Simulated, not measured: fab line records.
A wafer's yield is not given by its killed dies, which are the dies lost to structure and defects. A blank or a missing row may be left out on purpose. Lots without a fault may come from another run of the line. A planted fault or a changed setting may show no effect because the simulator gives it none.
A lot that was struck, set against a sound lot    flow gf180mcu    15 steps out of a route of 602
Sound: these wafers, L159.1, L159.2, L159.3. Wafers struck: L150.1, L150.2, L150.5. Last of all comes the cause.
For every step that has rows: the tool of each side, followed by ch and its chambers, followed by its first start. Under that, the readings that differ: sound wafers    struck wafers    difference of the means    sigmas: that difference in standard deviations of wafers without a fault.
alike: words and numbers the same on both sides, and readings whose means are apart by under 2 such deviations; not compared: readings that were withheld, readings missing a value for some wafer, numbers with overlapping values and no deviation given by the record, and bounds like >300 which may hide the same value.
Wherever a step has rows on one side only, a row that says differs or no value, or a row with sigmas, the two part there. When numbers do not overlap yet have no deviation, they are printed without sigmas and do not part them. A reading missing from all wafers of one side parts the sides only when that side holds two or more wafers.

GF_V3_CMP_04: polishes SiO2.
  sound on cmp-01 ch 0,1,3, day 27 06:22; struck on cmp-02 ch 0,1,3, day 24 08:17
  alike: motor_current_A, platen_rpm, time_to_endpoint_s
GF_V3_BOW_MEAS_05:
  sound on film_metro-04 at day 27 06:40; struck on film_metro-04 at day 24 08:32
  alike: V3_BOW
then, 8 steps without rows for these wafers: GF_V3_DEHYDRATE_06 (time 60 s); GF_V3_HMDS_07 (prime time 60 s); GF_V3_COAT_08; GF_V3_COAT_09 (resist thk 1000 nm); GF_V3_SOFTBAKE_10 (time 60 s); GF_V3_EXPOSE_11 (exposes mask Via3, target cd 260 nm); GF_V3_PEB_12 (peb time 90 s); GF_V3_DEVELOP_13 (develop time 60 s).
GF_V3_CD_MEAS_14 targets a cd of 260 nm.
  sound on cd_sem-02 at day 28 01:46; struck on cd_sem-02 at day 25 06:34
  alike: cd_nm
GF_V3_OVL_MEAS_15:
  sound on overlay-02 at day 28 01:53; struck on overlay-01 at day 25 06:41
  alike: V3_OVL
GF_V3_ETCH_16: etches BARC in N2/H2.
  sound on rie_diel-04 ch 0,2,3, day 28 01:55; struck on rie_diel-01 ch 1,2,3, day 25 06:43
reading             sound              struck             difference  sigmas
rf_fwd_power_W (W)  495.0 494.9 493.7  419.5 413.7 417.2  -77.7       -43
  alike: drypump_motor_current_A, oes_product_au, throttle_valve_pct
GF_V3_ETCH_17: etches SiO2 in C4F8/O2/Ar, stops on TiN, target depth 635 nm.
  sound: rie_diel-04 ch 0,2,3; struck: rie_diel-01 ch 1,2,3
  alike: oes_product_au, rf_fwd_power_W
-- the record jumps here: 6 days lie between the struck wafers' starts before and after (it left off in module V3 and takes up again in module PASSIVATION, whose first step shown is number 602 of the route) --
GF_PASSIVATION_PROBE_99:
  record: rows for the struck wafers here (prober-01, day 31 09:58), none for the sound ones

WHERE THEY PART
At GF_V3_ETCH_16 first; at GF_PASSIVATION_PROBE_99 last (within this record only).

WHY: the cause the simulator had injected
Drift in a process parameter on rie_diel-01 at GF_V3_ETCH_16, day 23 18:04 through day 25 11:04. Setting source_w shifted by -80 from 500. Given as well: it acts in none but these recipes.
